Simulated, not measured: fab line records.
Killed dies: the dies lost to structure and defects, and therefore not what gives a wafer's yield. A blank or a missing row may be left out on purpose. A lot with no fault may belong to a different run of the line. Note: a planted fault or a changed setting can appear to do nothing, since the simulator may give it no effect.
Problem report, 8D (eight disciplines) form, completed by code | flow sfq-line | the parts of the form that need people (team, actions taken, sign-off) are left out

== 1. THE ISSUE ==
Wafers with no fault read 79.97 W with a standard deviation of 0.24, whereas bias-w at SFQ_TRILAYER_I1_VIA_ETCH_VIA_ETCH_052 reads a mean of 96.68 W on 1 wafer of 1 lot. That puts it +70 standard deviations away from the usual mean.
The step: etches SiO2 in CHF3, stops on Nb, target depth 260 nm.
Seen first at day 22 03:01 on rie-diel-01, wafer L322.4. Wafers with a number at this step in the record: 15, from 5 lots. Rule for "out" (also "out of limits"): further than 4 standard deviations from the usual mean. The other wafers with a number count as sound.

== 2. WHAT IT IS, WHAT IT ISN'T ==
question                    | is                | is not
which readings at this step | bias-w            | drypump-motor-current-A, oes-product-au
which lots                  | L322              | L315, L317, L329, L332
which wafers of those lots  | L322.4            | L322.1, L322.3
read on which tools         | rie-diel-01       | rie-diel-02, rie-diel-04
when                        | from day 22 03:01 | up to then (8 sound wafers); but 6 sound wafers of L329, L332 came after

== 3. SUSPECTS, AND WHAT RULES EACH OUT ==
Counting: if a tool at a process step up to the reading ran every lot that is out, it stays a suspect. Sound lots after the first of them don't rule it out here, since some wafers of a struck lot are sound.
- pecvd-03 at SFQ_TRILAYER_I1_DEP_PECVD_045 (deposits SiO2 from SiH4/N2O, time 111.11 s, target thk 500 nm): kept. It ran the lot that is out, L322 (day 17 00:33).
- cmp-01 at SFQ_TRILAYER_I1_CMP_CMP_046 (polishes SiO2): kept. L322, the lot that is out, went through it at day 17 02:37; up to then, the latest sound lot through it was L317 at day 15 14:22.
- film-metro-03 at SFQ_TRILAYER_I1_METRO_MEASURE_047: kept. It ran the lot that is out, L322 (day 17 05:44).
- rie-diel-01 at SFQ_TRILAYER_I1_VIA_BARC_OPEN_VIA_ETCH_071 (etches BARC in O2, target depth 125 nm, time 41.7 s): kept. L322, the lot that is out, went through it at day 22 02:58; up to then, the latest sound lot through it was L317 at day 20 12:34.
- rie-diel-01 at SFQ_TRILAYER_I1_VIA_ETCH_VIA_ETCH_052 (etches SiO2 in CHF3, stops on Nb, target depth 260 nm): kept. L322, the lot that is out, went through it at day 22 03:01; up to then, the latest sound lot through it was L317 at day 20 12:37. Its own bias-w readings are out on those wafers.
- In pecvd-03 at SFQ_TRILAYER_I1_DEP_PECVD_045, the wafers that are out were processed in chamber 0 and their sound lot-mates in chambers 1, 2.
- In cmp-01 at SFQ_TRILAYER_I1_CMP_CMP_046, the wafers that are out were processed in chamber 0 and their sound lot-mates in chambers 1, 2.
- In rie-diel-01 at SFQ_TRILAYER_I1_VIA_BARC_OPEN_VIA_ETCH_071, the wafers that are out were processed in chamber 0 and their sound lot-mates in chambers 1, 3.
- In rie-diel-01 at SFQ_TRILAYER_I1_VIA_ETCH_VIA_ETCH_052, the wafers that are out were processed in chamber 0 and their sound lot-mates in chambers 1, 3.
Left after counting: pecvd-03 at SFQ_TRILAYER_I1_DEP_PECVD_045, cmp-01 at SFQ_TRILAYER_I1_CMP_CMP_046, film-metro-03 at SFQ_TRILAYER_I1_METRO_MEASURE_047, rie-diel-01 at SFQ_TRILAYER_I1_VIA_BARC_OPEN_VIA_ETCH_071, rie-diel-01 at SFQ_TRILAYER_I1_VIA_ETCH_VIA_ETCH_052.

== 4. THE CAUSE (what the simulator had put in) ==
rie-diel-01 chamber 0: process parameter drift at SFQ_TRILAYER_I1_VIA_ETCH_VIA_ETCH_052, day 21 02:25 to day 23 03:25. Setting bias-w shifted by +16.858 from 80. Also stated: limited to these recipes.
After counting, 5 suspects remain, this tool included.

== 5. THE EFFECT CHAIN, in route order ==
One row per reading whose mean, taken over the struck wafers that have a number, lies over 3 standard deviations from the usual. Scope: only readings with a usual standard deviation given in the record; hours: median across lots of the time from each lot's start at the first step in this table that gives one to its start at this step; sigmas: change in usual standard deviations.
hours | step                                  | reading | usual   | on struck wafers | change | sigmas
0     | SFQ_TRILAYER_I1_VIA_ETCH_VIA_ETCH_052 | bias-w  | 79.97 W | 96.68            | +16.71 | +70
The process steps in it:
- SFQ_TRILAYER_I1_VIA_ETCH_VIA_ETCH_052: etches SiO2 in CHF3, stops on Nb, target depth 260 nm.

== 6. HOW IT WOULD HAVE BEEN CAUGHT EARLIER ==
In this record no reading fell out of limits until day 22 03:01, 25 hours after the fault had begun at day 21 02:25.
